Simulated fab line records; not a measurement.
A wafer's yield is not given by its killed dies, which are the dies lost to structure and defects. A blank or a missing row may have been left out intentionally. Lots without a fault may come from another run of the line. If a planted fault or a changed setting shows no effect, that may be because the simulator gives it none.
Chamber matching | flow sfq line | cmp-02 running SFQ_TRILAYER_I6_CMP_CMP_166: 4 sister chambers
The step polishes SiO2. 18 wafers are shown with their chamber, then 9 later ones without.

## WAFERS WITH THEIR CHAMBER
wafer  | chamber | motor current A (A) | time to endpoint s (s)
L672.1 | 1       | 9.7                 | 203
L672.4 | 0       | 10.1                | 205
L672.6 | 3       | 9.1                 | 204
L673.1 | 0       | 9.9                 | 206
L673.4 | 1       | 10.7                | 213
L673.6 | 2       | 11.6                | 208
L674.2 | 1       | 10.1                | 206
L674.3 | 3       | 8.7                 | 201
L674.5 | 2       | 11.6                | 215
L676.1 | 1       | 9.7                 | 205
L676.2 | 0       | 10.4                | 209
L676.3 | 3       | 8.8                 | 199
L683.1 | 1       | 9.8                 | 199
L683.3 | 0       | 9.6                 | 204
L683.4 | 2       | 11.1                | 217
L685.3 | 1       | 10.1                | 195
L685.1 | 3       | 8.8                 | 201
L685.6 | 2       | 10.8                | 212

SIGNATURES, as means of the wafers listed above
reading            | chamber 0 | chamber 1 | chamber 2 | chamber 3 | scatter within a chamber
motor current A    | 10.000    | 10.017    | 11.275    | 8.850     | 0.341
time to endpoint s | 206.00    | 203.50    | 213.00    | 201.25    | 4.34
Rule: a wafer's distance from a chamber is the root of the sum, over the readings, of the square of ((its reading less the chamber's mean) divided by the reading's scatter). The wafer belongs to the nearest chamber; if the next one is less than 2 further off, it can't be placed. The scatter: the root of (the sum of the squares of (reading less its chamber's mean) over the shown wafers, divided by (wafers less chambers)).

## WAFERS WITH NO CHAMBER GIVEN
wafer  | motor current A (A) | time to endpoint s (s)
L687.2 | 9.8                 | 208
L687.5 | 11.5                | 222
L687.6 | 9.8                 | 223
L689.2 | 8.8                 | 203
L689.3 | 11.2                | 210
L689.6 | 8.4                 | 223
L691.2 | 9.9                 | 209
L691.4 | 11.2                | 223
L691.1 | 10.2                | 212

## THE CHAMBER EACH PASSED THROUGH
wafer  | from the rows above               | in truth
L687.2 | can't be placed: 0 or 1           | 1
L687.5 | 2                                 | 2
L687.6 | can't be placed: 0 or 1 or 2 or 3 | 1
L689.2 | 3                                 | 3
L689.3 | 2                                 | 2
L689.6 | can't be placed: 3 or 0 or 1      | 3
L691.2 | can't be placed: 0 or 1           | 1
L691.4 | 2                                 | 2
L691.1 | can't be placed: 0 or 1 or 2      | 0
Correct placement for 4 of the 9. Unplaceable from these rows: 5, with the true chamber sitting among the candidates in 5. Number placed wrongly: 0.
